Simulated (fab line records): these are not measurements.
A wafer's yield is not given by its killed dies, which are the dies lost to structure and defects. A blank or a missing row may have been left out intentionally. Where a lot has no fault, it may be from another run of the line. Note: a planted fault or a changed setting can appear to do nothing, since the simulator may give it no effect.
fab line records    flow gf180mcu
record: lots: 7  wafers: 21  last_day: 34
route steps=602 shown HV_LDD@216
lots that met no fault: from a run of the same line without faults
start_h: the number of hours between the record's first day and the start of the first shown wafer of the lot    wait_h: how many hours have passed since the lot's step before this one    " same as the row above    L1.1+2: one row covering several wafers at once    - either no value or no given start    * or withheld: withheld    < > ~ a bound
route shown NAME@n: NAME is a module with steps in the file, n the number in the route of the first one    usual: average and standard deviation across the fault-free wafers    same: alike in all rows    chamber/n: place in a boat    sites: each site's reading    _std_site: the values' standard deviation    _edge_site: inner sites' mean taken away from outer sites' mean    radius_mm: for every site, how far away it sits from the centre of the wafer    mask NAME#n: copy n    behind: the last tool/chamber to shape the wafer    hold: what put the lot on hold/how long, in hours/how the hold closed    device: the n, p or np transistor that did not switch    end of line: at the end of the route, the tests of the same wafers    step lacking rows: just its recipe    killed: at the first sort, the dies lost to defects and structure; wafer yield is something else    map: shows each die of a wafer: x if killed, . if not, _ if none is there
set.NAME: the setting the step ran with; set.NAME@STEP: the setting that earlier step ran with    model.NAME: the simulator's own value behind a step, which no gauge read
certain route steps with their lots: each step a table, each wafer a row
services: from which hour (start_h, from the record's first day; less than 0 if before it) a tool's chamber was out of use, for how many hours, and why
== steps ==
step: GF_HV_LDD_HMDS_40
recipe: prime_time_s: 60  prime_temp_c: 120
step: GF_HV_LDD_COAT_41
recipe: resist: NOVOLAK  spin_rpm: 3000  resist_thk_nm: 1000
step: GF_HV_LDD_SOFTBAKE_42
recipe: temp_c: 90  time_s: 60  resist: NOVOLAK
step: GF_HV_LDD_EXPOSE_43
recipe: mask_id: Pplus_HV_AREA  target_cd_nm: 400  na: 0.6  source_shape: conventional  sigma_outer: 0.6  dose_mj: 140
step: GF_HV_LDD_PEB_44
recipe: temp_c: withheld  time_s: *  resist: NOVOLAK
step: GF_HV_LDD_DEVELOP_45
recipe: develop_time_s: 60  dev_temp_c: 23
step: GF_HV_LDD_CD_MEAS_46
recipe: target_cd_nm: 400
usual: cd_nm: 400.5/2.1
lot.wafer  tool       chamber  start_h  wait_h  cd_nm
L803.2     cd_sem-01  -        275.00   0.1     399.1
L803.3     "          -        "        "       396.8
L803.5     "          -        "        "       401.7
L809.3     cd_sem-01  -        320.36   0.1     400.3
L809.4     "          -        "        "       402.5
L809.5     "          -        "        "       400.1
L810.1     cd_sem-01  -        327.01   0.1     398.5
L810.2     "          -        "        "       397.9
L810.6     "          -        "        "       398.0
L811.1     cd_sem-02  -        336.71   0.1     403.2
L811.2     "          -        "        "       403.3
L811.4     "          -        "        "       404.9
L819.1     cd_sem-01  -        403.56   0.1     400.0
L819.3     "          -        "        "       400.9
L819.4     "          -        "        "       402.0
L825.3     cd_sem-01  -        451.42   0.1     401.2
L825.4     "          -        "        "       400.9
L825.5     "          -        "        "       401.0
L826.1     cd_sem-01  -        461.37   0.1     400.3
L826.2     "          -        "        "       400.8
L826.3     "          -        "        "       401.6
step: GF_HV_LDD_OVL_MEAS_47
usual: HV_LDD_03_OVL: -1.1/1.5
lot.wafer  tool        chamber  start_h  wait_h  HV_LDD_03_OVL[nm]
L803.2     overlay-01  -        275.11   0.1     -0.1
L803.3     "           -        "        "       1.0
L803.5     "           -        "        "       1.3
L809.3     overlay-01  -        320.46   0.1     -0.2
L809.4     "           -        "        "       -3.4
L809.5     "           -        "        "       -0.9
L810.1     overlay-02  -        327.13   0.1     -1.6
L810.2     "           -        "        "       -2.9
L810.6     "           -        "        "       -2.0
L811.1     overlay-02  -        336.83   0.1     1.4
L811.2     "           -        "        "       -0.7
L811.4     "           -        "        "       0.2
L819.1     overlay-02  -        403.68   0.1     -1.9
L819.3     "           -        "        "       -0.9
L819.4     "           -        "        "       -2.6
L825.3     overlay-02  -        451.51   0.1     0.0
L825.4     "           -        "        "       -0.1
L825.5     "           -        "        "       1.2
L826.1     overlay-02  -        461.49   0.1     -0.6
L826.2     "           -        "        "       -2.7
L826.3     "           -        "        "       -3.1
step: GF_HV_LDD_IMPLANT_48
recipe: species: B  energy_kev: 25  dose_cm2: 3e+13  tilt_deg: 7
step: GF_HV_LDD_STRIP_49
recipe: chemistry: O2/N2  power_w: 1400  pressure_mtorr: 1500  platen_temp_c: 250  o2_flow_sccm: 3000  n2_flow_sccm: 300  overash_fraction: 0.5
usual: drypump_motor_current_A: 5.4/0.77  heater_power_w: 294/24  oes_product_au: 0.716/0.0045  strip_time_to_endpoint_s: 12.62/0.031
lot.wafer  tool             chamber  start_h  wait_h  drypump_motor_current_A  heater_power_w  oes_product_au  rf_hours_counter_h  strip_time_to_endpoint_s
L803.2     plasma_asher-01  0        275.29   0.1     6.3                      314             0.716           64                  12.60
L803.3     "                0        "        "       6.3                      315             0.722           -                   12.60
L803.5     "                0        "        "       6.3                      326             0.715           -                   12.60
L809.3     plasma_asher-01  1        320.66   0.1     4.9                      314             0.719           -                   12.60
L809.4     "                0        "        "       6.3                      326             0.721           -                   12.59
L809.5     "                1        "        "       4.9                      310             0.714           -                   12.58
L810.1     plasma_asher-02  0        327.31   0.1     4.8                      306             0.713           21                  12.64
L810.2     "                1        "        "       6.5                      259             0.710           21                  12.66
L810.6     "                0        "        "       4.8                      303             0.719           -                   12.64
L811.1     plasma_asher-04  0        337.01   0.1     4.7                      311             0.718           69                  12.64
L811.2     "                1        "        "       5.1                      262             0.721           69                  12.66
L811.4     "                0        "        "       4.7                      320             0.710           -                   12.66
L819.1     plasma_asher-02  1        403.86   0.1     6.6                      262             0.721           29                  12.65
L819.3     "                0        "        "       4.8                      317             0.722           -                   12.63
L819.4     "                1        "        "       6.6                      274             0.715           -                   12.59
L825.3     plasma_asher-02  0        451.72   0.1     4.8                      305             0.714           -                   12.64
L825.4     "                1        "        "       6.6                      265             0.711           -                   12.64
L825.5     "                1        "        "       6.5                      262             0.720           -                   12.63
L826.1     plasma_asher-02  1        461.68   0.1     6.5                      260             0.721           35                  12.58
L826.2     "                0        "        "       4.8                      310             0.718           35                  12.63
L826.3     "                0        "        "       4.9                      309             0.720           -                   12.63
step: GF_HV_LDD_TW_MEAS_50
usual: HV_LDD_4_TW: 571/3.4
lot.wafer  tool           chamber  start_h  wait_h  HV_LDD_4_TW
L803.2     film_metro-03  -        275.40   0.1     569
L803.3     "              -        "        "       574
L803.5     "              -        "        "       572
L809.3     film_metro-01  -        320.75   0.1     573
L809.4     "              -        "        "       572
L809.5     "              -        "        "       570
L810.1     film_metro-01  -        327.41   0.1     571
L810.2     "              -        "        "       572
L810.6     "              -        "        "       571
L811.1     film_metro-04  -        337.11   0.1     564
L811.2     "              -        "        "       570
L811.4     "              -        "        "       569
L819.1     film_metro-03  -        403.96   0.1     573
L819.3     "              -        "        "       572
L819.4     "              -        "        "       573
L825.3     film_metro-04  -        451.80   0.1     564
L825.4     "              -        "        "       568
L825.5     "              -        "        "       564
L826.1     film_metro-01  -        461.78   0.1     572
L826.2     "              -        "        "       574
L826.3     "              -        "        "       574
step: GF_HV_LDD_CLEAN_51
recipe: chemistry: SC1/SC2  mix: 1:4:20  temp_c: 70  time_s: 150  dry: n2_spin
step: GF_HV_LDD_RTA_52
recipe: temp_c: 1000  time_s: 10  ambient: N2
usual: anneal_temp_c_max: 1005.6/1.2  chamber_o2_ppm: 1.999/0.023  lamp_power_pct: 34.9/0.89  wafer_temp_C_max: 1003.5/0.75
lot.wafer  tool           chamber  start_h  wait_h  anneal_temp_c_max  chamber_o2_ppm  lamp_power_pct  wafer_temp_C_max
L803.2     rtp_anneal-02  0        275.51   0.0     1006.0             1.974           34.4            1002.4
L803.3     "              0        "        "       1006.5             1.994           34.4            1003.3
L803.5     "              0        "        "       1006.5             1.967           34.4            1002.8
L809.3     rtp_anneal-02  -        320.87   0.0     -                  -               -               -
L809.4     "              -        "        "       -                  -               -               -
L809.5     "              -        "        "       -                  -               -               -
L810.1     rtp_anneal-02  -        327.52   0.0     -                  -               -               -
L810.2     "              -        "        "       -                  -               -               -
L810.6     "              -        "        "       -                  -               -               -
L811.1     rtp_anneal-01  -        337.23   0.0     -                  -               -               -
L811.2     "              -        "        "       -                  -               -               -
L811.4     "              -        "        "       -                  -               -               -
L819.1     rtp_anneal-02  0        404.07   0.0     1005.0             2.014           34.4            1002.8
L819.3     "              0        "        "       1005.8             1.980           34.4            1002.6
L819.4     "              0        "        "       1005.6             2.024           34.4            1003.7
L825.3     rtp_anneal-02  0        451.92   0.0     1005.4             2.038           34.4            1004.1
L825.4     "              0        "        "       1005.7             1.982           34.4            1002.4
L825.5     "              0        "        "       1006.4             2.020           34.4            1003.5
L826.1     rtp_anneal-01  0        461.89   0.0     1005.0             2.000           36.4            1003.5
L826.2     "              0        "        "       1004.5             2.003           36.5            1003.7
L826.3     "              0        "        "       1002.4             2.017           36.4            1004.7
step: GF_HV_LDD_RS_MEAS_53
recipe: thk_meas_gauge: four-point-probe
usual: HV_LDD_RS: 419.2/0.92
lot.wafer  tool           chamber  start_h  wait_h  HV_LDD_RS[ohm/sq]
L803.2     film_metro-04  -        275.58   0.1     420.4
L803.3     "              -        "        "       420.4
L803.5     "              -        "        "       420.3
L809.3     film_metro-03  -        320.95   0.1     -
L809.4     "              -        "        "       -
L809.5     "              -        "        "       -
L810.1     film_metro-03  -        327.59   0.1     -
L810.2     "              -        "        "       -
L810.6     "              -        "        "       -
L811.1     film_metro-01  -        337.29   0.1     -
L811.2     "              -        "        "       -
L811.4     "              -        "        "       -
L819.1     film_metro-04  -        404.14   0.1     418.9
L819.3     "              -        "        "       419.1
L819.4     "              -        "        "       418.5
L825.3     film_metro-01  -        452.00   0.1     418.8
L825.4     "              -        "        "       420.3
L825.5     "              -        "        "       420.2
L826.1     film_metro-01  -        461.95   0.1     419.0
L826.2     "              -        "        "       418.6
L826.3     "              -        "        "       417.7
step: GF_HV_LDD_CVD_54
recipe: material: SiO2  target_thk_nm: 10  precursor: TEOS  temp_c: 680  time_s: 75  pressure_mtorr: 400
== services ==
tool             chamber  start_h  hours  kind
plasma_asher-02  -        257.66   4.3    pm
plasma_asher-02  -        291.92   4.4    repair
plasma_asher-04  -        306.02   0.6    repair
plasma_asher-02  -        359.97   2.8    pm
plasma_asher-01  -        415.35   15.6   pm
plasma_asher-01  -        430.95   9.0    pm
plasma_asher-01  0        430.95   9.0    vent_cycle
plasma_asher-01  1        430.95   9.0    vent_cycle
plasma_asher-01  0        439.95   -      clean
plasma_asher-01  1        439.95   -      clean
== key ==
first_sign: step: GF_HV_LDD_RTA_52  reading: tool_record  direction: missing
effect: step: GF_HV_LDD_RS_MEAS_53  reading: HV_LDD_RS  direction: missing
met_at GF_HV_LDD_RTA_52
struck_wafers L809.3,L809.4,L809.5,L810.1,L810.2,L810.6,L811.1,L811.2,L811.4
later_rows_left_out L809.3,L809.4,L809.5,L810.1,L810.2,L810.6,L811.1,L811.2,L811.4
sort_left_out L809.3,L809.4,L809.5,L810.1,L810.2,L810.6,L811.1,L811.2,L811.4
tester_left_out L809,L810,L811
onset_between 275.51 320.87
fault: kind: skipped_step_whole  tool: rtp_anneal-01,rtp_anneal-02  chamber: -  onset_h: 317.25  steps: GF_HV_LDD_RTA_52  scope: struck_lots_only
tester_left_out: of these lots the tester's yield and bins aren't shown, on N5 and GAA mostly nor the transistor test; their killed dies are dies lost to structure and defects alone, not to doping, threshold or leakage, so they don't give the yield
sort_left_out: the simulated sort isn't trusted on such a fault, so these wafers' sort isn't shown, and their yield isn't known
later_rows_left_out: the simulator's readings of these wafers behind a module that went badly wrong aren't trusted and aren't shown, but for the sort
